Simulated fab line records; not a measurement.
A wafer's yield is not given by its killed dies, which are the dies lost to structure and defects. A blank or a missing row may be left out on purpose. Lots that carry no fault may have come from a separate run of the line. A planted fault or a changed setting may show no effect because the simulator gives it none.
A lot that was struck, set against a sound lot -- flow sky130 -- 18 steps out of a route of 708
Sound: these wafers, L270.3, L270.4, L270.6. Struck: wafer L260.1 (left out: L260.4, L260.5 of the same lot, which were not struck); the cause appears at the end.
Per side, at each step with rows, come the tool, then ch with its chambers, and then its first start. Under that, the readings that differ: sound wafers -- struck wafers -- difference of the means -- sigmas: that difference in standard deviations of wafers without a fault.
alike: readings with means less than 2 such deviations apart, plus words and numbers identical on both sides. not compared: withheld readings, readings lacking a value on some wafer, bounds such as >300 that could conceal the same value, and numbers that have no deviation in the record and whose values overlap.
A row with sigmas, a row that says differs or no value, or rows on one side alone: a step with any of these is where the two part. Non-overlapping numbers with no deviation appear without sigmas and do not part them. Lack of a reading on every wafer of one side parts them only where that side has two or more wafers.

first, 9 steps without rows for these wafers: SKY_CAP2M_CLEAN_17 (cleans in O3/DIW); SKY_METAL4_DEHYDRATE_05 (time 60 s); SKY_METAL4_HMDS_06 (prime time 60 s); SKY_METAL4_COAT_07 (resist thk 60 nm); SKY_METAL4_COAT_08 (resist thk 1140 nm); SKY_METAL4_SOFTBAKE_09 (time 90 s); SKY_METAL4_EXPOSE_10 (exposes mask MM4, target cd 300 nm); SKY_METAL4_PEB_11; SKY_METAL4_DEVELOP_12 (develop time 60 s).
SKY_METAL4_CD_MEAS_13: the cd target is 300 nm.
  struck on cd sem-02, day 43 11:56; sound on cd sem-01, day 46 05:35
  alike: cd nm
SKY_METAL4_OVL_MEAS_14:
  struck on overlay-02, day 43 12:04; sound on overlay-02, day 46 05:40
  alike: METAL4_OVL
SKY_METAL4_DESCUM_15: chemistry O2, time 8 s.
  sound on rie metal-03 ch 0,1, day 46 05:43; struck on rie metal-02 ch 1, day 43 12:06
reading,sound,struck,difference,sigmas
rf hours counter h (h),- - -,7,no value on the sound wafers,
  alike: drypump motor current A, oes product au
SKY_METAL4_ETCH_16: etches BARC in N2/H2, stops on SiO2, time 88.2 s, target depth 60 nm.
  sound on rie metal-03 ch 0,1, day 46 05:46; struck on rie metal-02 ch 1, day 43 12:08
reading,sound,struck,difference,sigmas
oes product au (a.u.),0.621 0.620 0.627,1.009,+0.386,+79
rf hours counter h (h),- - -,7,no value on the sound wafers,
run length s (s),115.7 117.7 117.8,69.4,-47.7,-43
throttle valve pct (%),13.227 13.205 13.210,13.238,+0.024,+3
model.KrF-thick_of_METAL4_COAT_08.thk nm (nm),1084 1086 1086,1109,+24,
model.METAL4.cd nm (nm),298.5 299.2 299.8,310.7,+11.5,
  alike: drypump motor current A
SKY_METAL4_ETCH_17: etches SiO2 in C4F8/O2/Ar, stops on TiN, time 3.9 s, target depth 15 nm.
  sound on rie diel-04 ch 0,1,2, day 46 05:50; struck on rie diel-01 ch 1, day 43 12:14
  alike: oes product au
  not compared: rf hours counter h
SKY_METAL4_METAL_ETCH_18: etches the open film in Cl2/BCl3, stops on SiO2, target depth 845 nm, time 183.1 s.
  sound on rie metal-02 ch 0,1, day 46 05:55; struck on rie metal-01 ch 1, day 43 12:15
reading,sound,struck,difference,sigmas
rf hours counter h (h),- - -,16,no value on the sound wafers,
model.KrF-thick_of_METAL4_COAT_08.thk nm (nm),532.8 530.7 534.8,563,+30,
model.METAL4.cd nm (nm),295.3 304.7 300.5,305.2,+5.0,
  alike: drypump motor current A, mfc cl2 sccm, oes product au, run length s, throttle valve pct
SKY_METAL4_STRIP_19: strips in O2/N2.
  sound on plasma asher-04 ch 0,1, day 46 06:04; struck on plasma asher-04 ch 0, day 43 12:25
reading,sound,struck,difference,sigmas
o2 flow sccm (sccm),2994 3009 2996,2982,-18,-2
rf hours counter h (h),- - -,91,no value on the sound wafers,
strip time to endpoint s (s),6.60 6.56 6.60,6.90,+0.31,+4
  alike: drypump motor current A, oes product au
then, 1 step without rows for these wafers: SKY_METAL4_STRIP_20 (strips in post etch residue remover, time 1200 s).
-- the record jumps here: 4 days lie between the struck wafers' starts before and after (it left off in module METAL4 and takes up again in module PAD_OPEN, whose first step shown is number 708 of the route) --
SKY_PAD_OPEN_PROBE_99:
  struck on prober-02, day 47 07:12; sound on prober-02, day 49 16:13
  alike: defect limited yield, killed_at_M0_to_M3, killed_at_M4_up, killed at contacts, killed at front end, killed at other, killed dies, killed open, killed short, sort_bin_3_pad_short, sort_bin_5_function, sort_bin_6_memory, sort n pass, sort yield pct
  not compared: model.etest.met4.width nm

## WHERE THEY PART
Earliest at SKY_METAL4_DESCUM_15; latest, in this record, at SKY_METAL4_STRIP_19. Later steps at which nothing parts them and some readings are alike: SKY_PAD_OPEN_PROBE_99.

WHY: the cause the simulator had injected
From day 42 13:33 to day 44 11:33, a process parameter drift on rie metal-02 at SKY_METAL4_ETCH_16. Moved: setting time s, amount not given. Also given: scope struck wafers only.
